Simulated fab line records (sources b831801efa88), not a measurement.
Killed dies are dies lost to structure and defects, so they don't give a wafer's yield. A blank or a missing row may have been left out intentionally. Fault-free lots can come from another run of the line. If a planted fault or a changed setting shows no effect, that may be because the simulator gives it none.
Which of the tools did it?    flow sky130    10 lots, 30 wafers sampled, at 6 steps of a route of 708

== WHAT THE GAUGES READ, wafer by wafer ==
SKY_VIA3_THK_MEAS_23: measures by xrf.
lot   measured      on             VIA3_W_THK (nm)
L566  day 40 01:30  film_metro-01  389 394 385
L567  day 40 03:32  film_metro-04  387 387 395
L569  day 40 21:22  film_metro-04  382 388 387
L572  day 42 02:13  film_metro-02  405 396 407
L573  day 42 04:46  film_metro-01  398 403 397
L577  day 43 02:29  film_metro-02  403 401 400
L580  day 44 03:53  film_metro-01  399 404 384
L581  day 44 05:15  film_metro-01  406 389 408
L583  day 44 13:43  film_metro-04  389 398 384
L589  day 46 07:03  film_metro-02  398 396 412

SKY_VIA4_RS_MEAS_19: measurement is done with a four-point probe.
lot   measured      on             VIA4_W_RS (ohm/sq)
L566  day 43 06:13  film_metro-02  0.230 0.236 0.231
L567  day 43 07:37  film_metro-02  0.232 0.229 0.234
L569  day 43 21:31  film_metro-04  0.220 0.220 0.220
L572  day 45 02:38  film_metro-04  0.228 0.231 0.233
L573  day 45 05:59  film_metro-03  0.228 0.220 0.230
L577  day 46 01:17  film_metro-02  0.226 0.221 0.228
L580  day 47 00:10  film_metro-02  0.221 0.133 0.137
L581  day 47 01:56  film_metro-04  0.132 0.230 0.137
L583  day 47 09:36  film_metro-04  0.232 0.230 0.232
L589  day 48 21:36  film_metro-04  0.232 0.231 0.230

SKY_VIA4_THK_MEAS_20: measures by xrf.
lot   measured      on             VIA4_W_THK (nm)
L566  day 43 06:20  film_metro-02  503 489 498
L567  day 43 07:44  film_metro-02  492 500 493
L569  day 43 21:37  film_metro-04  528 530 529
L572  day 45 02:46  film_metro-04  512 508 499
L573  day 45 06:05  film_metro-03  511 530 508
L577  day 46 01:24  film_metro-02  507 519 501
L580  day 47 00:17  film_metro-02  522 876 848
L581  day 47 02:04  film_metro-04  884 508 853
L583  day 47 09:43  film_metro-04  501 503 501
L589  day 48 21:43  film_metro-04  500 506 506

== WHICH TOOL RAN EACH LOT (tool, then ch and the chambers of the sampled wafers, then the start) ==
lot   SKY_METAL3_STRIP_19                   SKY_VIA3_ETCH_15                    SKY_VIA4_CVD_18
L566  plasma_asher-03 ch 1, day 38 22:01    rie_diel-02 ch 0,1,2, day 40 00:32  cvd_w-01 ch 0,1, day 43 06:03
L567  plasma_asher-01 ch 0,1, day 38 23:49  rie_diel-01 ch 1,2, day 40 02:29    cvd_w-01 ch 0,1, day 43 07:26
L569  plasma_asher-03 ch 1, day 39 18:53    rie_diel-03 ch 0,1,3, day 40 20:23  cvd_w-02 ch 0, day 43 21:20
L572  plasma_asher-01 ch 0,1, day 40 23:13  rie_diel-01 ch 0,1, day 42 01:11    cvd_w-01 ch 0,1, day 45 02:29
L573  plasma_asher-01 ch 0,1, day 41 01:44  rie_diel-03 ch 0,1,2, day 42 03:41  cvd_w-02 ch 0,1, day 45 05:49
L577  plasma_asher-01 ch 0,1, day 41 23:43  rie_diel-02 ch 0,3, day 43 01:29    cvd_w-02 ch 0,1, day 46 01:07
L580  plasma_asher-01 ch 0,1, day 43 02:56  rie_diel-02 ch 0,2,3, day 44 02:53  cvd_w-02 ch 0,1, day 46 23:59
L581  plasma_asher-04 ch 0,1, day 43 04:26  rie_diel-01 ch 2,3, day 44 04:17    cvd_w-02 ch 0,1, day 47 01:47
L583  plasma_asher-04 ch 1, day 43 12:59    rie_diel-01 ch 0,1, day 44 12:44    cvd_w-01 ch 0,1, day 47 09:27
L589  plasma_asher-01 ch 0,1, day 45 06:40  rie_diel-03 ch 0,1,2, day 46 05:42  cvd_w-01 ch 0,1, day 48 21:27
- SKY_METAL3_STRIP_19: strips in O2/N2.
- SKY_VIA3_ETCH_15: etches SiO2 in C4F8/O2/Ar, stops on TiN, target depth 507 nm, time 78 s.
- SKY_VIA4_CVD_18: deposits W, target thk 505 nm, time 152.14 s.

== WHAT THE TOOLS THEMSELVES READ (means of the sampled wafers that have a number; where no wafer has one, the mark that the record gives instead) ==
SKY_METAL3_STRIP_19.
lot   tool             drypump_motor_current_A (A)  n2_flow_sccm (sccm)  o2_flow_sccm (sccm)  oes_product_au (a.u.)  strip_time_to_endpoint_s (s)
L566  plasma_asher-03  6.0                          299.3                3000                 0.490                  6.35
L567  plasma_asher-01  5.6                          300.6                2999                 0.497                  6.49
L569  plasma_asher-03  6.0                          301.0                3003                 0.498                  6.42
L572  plasma_asher-01  5.7                          300.1                2995                 0.494                  6.35
L573  plasma_asher-01  5.6                          300.3                2998                 0.496                  6.40
L577  plasma_asher-01  5.6                          300.5                3009                 0.492                  6.30
L580  plasma_asher-01  5.8                          301.1                3002                 0.495                  6.33
L581  plasma_asher-04  5.2                          299.9                3001                 0.495                  6.35
L583  plasma_asher-04  6.1                          300.1                3014                 0.499                  6.29
L589  plasma_asher-01  5.7                          300.1                2994                 0.494                  6.35

SKY_VIA3_ETCH_15.
lot   tool         oes_product_au (a.u.)
L566  rie_diel-02  0.945
L567  rie_diel-01  0.945
L569  rie_diel-03  0.948
L572  rie_diel-01  0.942
L573  rie_diel-03  0.944
L577  rie_diel-02  0.944
L580  rie_diel-02  0.942
L581  rie_diel-01  0.946
L583  rie_diel-01  0.948
L589  rie_diel-03  0.950

SKY_VIA4_CVD_18.
lot   tool      heater_power_w (W)
L566  cvd_w-01  776
L567  cvd_w-01  779
L569  cvd_w-02  768
L572  cvd_w-01  785
L573  cvd_w-02  880
L577  cvd_w-02  894
L580  cvd_w-02  825
L581  cvd_w-02  881
L583  cvd_w-01  771
L589  cvd_w-01  785

== THE ANSWER, worked out from the rows above alone ==
Rule: what is usual is taken from the lots themselves. The widest of any qualifying gaps counts: lots, ordered by their means at a reading, are off when they make up no more than a third of the lots, leave a main group of 4 or more, and stand apart from it by 3 or more times the standard deviation of that group's means. If all means in a main group match to the digits the tables above print for the reading, that group is not used. Also off: a lot with no number at a reading for which 4 or more lots have one. Where the step has rows for the other lots, those lots are counted as sound. After the gauges, taken in route order, come the tools' own readings; for these a lot's mean is taken, as printed above. At the first step where some lot is off, the reading lying furthest off is the one used; lots without a number count as furthest.
Off: L580, L581, seen at SKY_VIA4_RS_MEAS_19 (VIA4_W_RS). The main group has a mean of 0.229 ohm/sq with a standard deviation of 0.0041.
If a tool, at a process step before that reading, ran all the lots that are off and no sound lot after the first of them, it fits. Gauges at SKY_VIA4_RS_MEAS_19: tried the same way as those tools. One candidate fits, namely cvd_w-02 at SKY_VIA4_CVD_18. Its last sound lot is L577 (day 46 01:07), its first lot that is off L580 (day 46 23:59): a fault that began between those two fits.

== WHAT THE SIMULATOR HAD PUT IN ==
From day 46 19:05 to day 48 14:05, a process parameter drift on cvd_w-02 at SKY_VIA4_CVD_18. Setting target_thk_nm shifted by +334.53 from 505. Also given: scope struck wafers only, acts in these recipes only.
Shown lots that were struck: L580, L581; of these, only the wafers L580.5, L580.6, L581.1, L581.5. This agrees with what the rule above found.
